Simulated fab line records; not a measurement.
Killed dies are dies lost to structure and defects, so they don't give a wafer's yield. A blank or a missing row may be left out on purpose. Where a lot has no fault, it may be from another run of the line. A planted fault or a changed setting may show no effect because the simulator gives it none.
A lot that was struck, set against a sound lot -- flow sky130 -- 15 steps out of a route of 708
Sound: these wafers, L887.1, L887.2, L887.3. Wafers L899.1, L899.3, L899.5 were the ones struck. At the end, the cause is stated.
Order at every step that has rows: each side's tool, ch and its chambers, its first start. Under that, the readings that differ: sound wafers -- struck wafers -- difference of the means -- sigmas: that difference in standard deviations of wafers without a fault.
alike: a reading whose means differ by less than 2 such deviations, as well as words and numbers matching on both sides. not compared: withheld readings; readings where some wafer has no value; bounds like >300 that might hide an equal value; numbers whose values overlap and for which the record gives no deviation.
Wherever a step has rows on one side only, a row that says differs or no value, or a row with sigmas, the two part there. When numbers do not overlap yet have no deviation, they are printed without sigmas and do not part them. Lack of a reading on every wafer of one side parts them only where that side has two or more wafers.

first, 3 steps without rows for these wafers: SKY_PASSIVATION_EXPOSE_08 (exposes mask NSM, target cd 3000 nm); SKY_PASSIVATION_PEB_09; SKY_PASSIVATION_DEVELOP_10 (develop time 60 s).
SKY_PASSIVATION_ETCH_11: etches the open film in CF4/O2, stops on AlCu, target depth 725 nm, time 161.1 s.
  sound on rieDiel-01 ch 0,1,3, day 46 14:12; struck on rieDiel-03 ch 0,2,3, day 49 10:58
  alike: biasW, drypumpMotorCurrentA, oesProductAu, throttleValvePct
  not compared: rfHoursCounterH
SKY_PASSIVATION_STRIP_12: strips in O2/N2.
  sound on plasmaAsher-04 ch 0,1, day 46 14:19; struck on plasmaAsher-01 ch 0,1, day 49 11:04
  alike: drypumpMotorCurrentA, oesProductAu, stripTimeToEndpointS
  not compared: rfHoursCounterH
then, 7 steps without rows for these wafers: SKY_PAD_OPEN_DEHYDRATE_00 (time 60 s); SKY_PAD_OPEN_HMDS_01 (prime time 60 s); SKY_PAD_OPEN_COAT_02 (resist thk 3000 nm); SKY_PAD_OPEN_SOFTBAKE_03; SKY_PAD_OPEN_EXPOSE_04 (exposes mask PDM, target cd 60000 nm); SKY_PAD_OPEN_PEB_05; SKY_PAD_OPEN_DEVELOP_06 (develop time 60 s).
SKY_PAD_OPEN_ETCH_07: etches the open film in CF4/O2, stops on AlCu, target depth 725 nm, time 161.1 s.
  sound on rieDiel-02 ch 0,2,3, day 47 09:39; struck on rieDiel-02 ch 0,1,3, day 50 02:58
reading,sound,struck,difference,sigmas
biasW (W),149.8 150.2 149.7,160.9 161.5 161.1,+11.3,+26
throttleValvePct (%),5.970 5.956 5.953,5.974 5.978 5.982,+0.018,+2
  alike: drypumpMotorCurrentA, oesProductAu
  not compared: rfHoursCounterH
SKY_PAD_OPEN_STRIP_08: strips in O2/N2.
  sound on plasmaAsher-03 ch 0,1, day 47 09:46; struck on plasmaAsher-02 ch 0,1, day 50 03:04
  alike: drypumpMotorCurrentA, oesProductAu
  not compared: rfHoursCounterH
SKY_PAD_OPEN_PROBE_99:
  sound on prober-02 at day 47 11:58; struck on prober-01 at day 50 05:26
  alike: defectLimitedYield, killed_at_M0_to_M3, killed_at_M4_up, killedAtContacts, killedAtFrontEnd, killedAtOther, killedDies, killedOpen, killedShort, sort_bin_3_pad_short, sort_bin_5_function, sort_bin_6_memory, sortNPass, sortYieldPct

## WHERE THEY PART
At SKY_PAD_OPEN_ETCH_07 and nowhere else, as far as this record goes. Later steps at which nothing parts them and some readings are alike: SKY_PAD_OPEN_STRIP_08, SKY_PAD_OPEN_PROBE_99.

WHY: whatever the simulator had introduced
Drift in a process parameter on rieDiel-02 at SKY_PAD_OPEN_ETCH_07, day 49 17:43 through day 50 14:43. Setting biasW shifted by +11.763 from 150. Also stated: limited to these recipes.
